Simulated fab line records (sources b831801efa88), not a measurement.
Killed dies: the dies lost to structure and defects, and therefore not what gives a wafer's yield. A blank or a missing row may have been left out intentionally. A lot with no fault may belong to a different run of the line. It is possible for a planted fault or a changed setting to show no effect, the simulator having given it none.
Problem report in the 8D (eight disciplines) form, filled by code -- flow sky130 -- the parts of the form that need people (team, actions taken, sign-off) are left out

## 1. WHAT IS WRONG
SKY_METAL2_SPUTTER_04, cathodeDcPowerW: mean 7537.8 W over 1 wafer from 1 lot; wafers with no fault: 6499.8 W, standard deviation 1.2. That is +99 or more standard deviations from the usual mean.
The step: material TiN, target thk 70 nm, time 58.3 s.
First observed at day 37 11:41: wafer L811.5, on pvdSputter-04. At this step, 39 wafers from 13 lots have a number in the record. Rule for "out" (also "out of limits"): further than 4 standard deviations from the usual mean. The other wafers with a number count as sound.

## 2. WHAT IT IS, WHAT IT ISN'T
question,is,is not
which readings at this step,cathodeDcPowerW,throttleValvePct
which lots,L811,"L801, L802, L810, L812, L814, L817, L819, L820, L821, L822, L823, L824"
which wafers of those lots,L811.5,"L811.1, L811.6"
read on which tools,pvdSputter-04,"pvdSputter-01, pvdSputter-03"
when,from day 37 11:41,"up to then (11 sound wafers); but 27 sound wafers of L812, L814, L817, L819, L820, L821, L822, L823, L824 came after"

## 3. THE SUSPECTS, EACH WITH WHAT RULES IT OUT
Counting: a tool at a process step up to the reading stays a suspect if it ran every lot that is out. Sound lots after the first of them don't rule it out here, since some wafers of a struck lot are sound.
- pvdSputter-04 at SKY_METAL2_SPUTTER_04 (material TiN, target thk 70 nm, time 58.3 s): kept. It ran the lot that is out, L811 (day 37 11:41); its last sound lot up to then is L802 (day 34 11:48). Its own cathodeDcPowerW readings are out on those wafers.
Remaining after the count: pvdSputter-04 at SKY_METAL2_SPUTTER_04.

## 4. THE CAUSE (what the simulator had put in)
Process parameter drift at SKY_METAL2_SPUTTER_04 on pvdSputter-04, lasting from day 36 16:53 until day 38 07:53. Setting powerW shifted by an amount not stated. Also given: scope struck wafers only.
After counting, this tool was the only one left.

## 5. THE EFFECT CHAIN, in route order
Each row: a reading where the mean over the struck wafers with a number is more than 3 standard deviations away from the usual. Only readings whose record carries a usual standard deviation are examined. hours: median over the lots of the time between each lot's start at the first step of this table that gives one and its start at this step. sigmas: the change, counted in usual standard deviations.
hours,step,reading,usual,on struck wafers,change,sigmas
0,SKY_METAL2_SPUTTER_04,cathodeDcPowerW,6499.8 W,7537.8,+1038.0,+99 or more
The process steps in it:
- SKY_METAL2_SPUTTER_04: material TiN, target thk 70 nm, time 58.3 s.

## 6. WHAT WOULD HAVE CAUGHT IT SOONER
19 hours passed between the start of the fault at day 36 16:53 and the first reading out of limits in this record, taken at day 37 11:41.
